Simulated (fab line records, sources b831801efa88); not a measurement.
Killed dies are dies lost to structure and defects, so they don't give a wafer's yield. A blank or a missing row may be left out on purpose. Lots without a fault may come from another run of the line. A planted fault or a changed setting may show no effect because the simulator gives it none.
One fault seen from 2 desks | flow gf180mcu | each desk has only its own numbers; what lay behind them comes last

THE TOOL OWNER'S DESK: litho_track-03
The tool's own readings at GF_V5_PEB_12 (peb time 90 s): means of the sampled wafers that have a number, for each lot that ran on this tool. A lot is out of limits, marked OUT, if its mean lies more than 4 standard deviations from the usual mean; the brackets give that distance.
Columns: A = chill_plate_temp_C at GF_V5_PEB_12, usual 23.01 C; B = heater_power_total_W at GF_V5_PEB_12, usual 85.69 W; C = plate_temp_C at GF_V5_PEB_12, usual 134.99 C
lot  | first seen here | A     | B               | C
L650 | day 27 18:27    | 23.00 | 85.63           | 134.93
L654 | day 28 21:36    | 22.90 | 85.64           | 135.09
L657 | day 29 22:51    | 23.15 | 85.67           | 135.09
L658 | day 30 06:41    | 23.05 | 85.63           | 134.93
L663 | day 31 16:11    | 23.01 | 87.28 (+21) OUT | 134.81
L667 | day 32 19:18    | 22.93 | 86.80 (+14) OUT | 134.91
L668 | day 32 20:20    | 23.02 | 86.81 (+15) OUT | 135.12
This desk's finding: out of limits on L663, L667, L668; first on L663, day 31 16:11 (heater_power_total_W at GF_V5_PEB_12). In limits: L650, L654, L657, L658.

THE METROLOGY DESK
What the gauges read, lot by lot, whatever tool the lot ran on: means of the sampled wafers that have a number. A lot is out of limits, marked OUT, if its mean lies more than 4 standard deviations from the usual mean; the brackets give that distance.
Columns: A = M5_OVL at GF_M5_OVL_MEAS_08, usual 4 nm
lot  | first seen here | A
L650 | day 26 21:50    | 2
L651 | day 27 02:02    | 6
L654 | day 28 01:21    | -1
L655 | day 28 07:50    | 0
L657 | day 29 02:31    | 8
L658 | day 29 10:44    | 4
L659 | day 29 12:58    | 0
L663 | day 30 21:17    | -3
L667 | day 32 02:17    | 14
L668 | day 32 02:53    | 4
L671 | day 32 17:06    | 2
L670 | day 32 19:05    | 4
L672 | day 33 00:46    | -1
This desk's finding: nothing out of limits on any of the 13 lots.

PUT TOGETHER
The tool owner's desk could have raised an alarm at day 31 16:11, on L663, L667, L668.
The metrology desk saw nothing out of limits.
The metrology desk has L663, L667, L668 on record, within its limits.
Of the lots named, all ran GF_V5_PEB_12 on litho_track-03.

WHAT THE SIMULATOR HAD PUT IN
Process parameter drift: litho_track-03, from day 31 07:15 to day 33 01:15, at GF_V5_PEB_12. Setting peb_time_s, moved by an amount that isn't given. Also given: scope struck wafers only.
Lots struck among those shown: L663, L667, L668.
Hours from the fault's start to each desk's first reading out of limits: the tool owner's desk, 9.
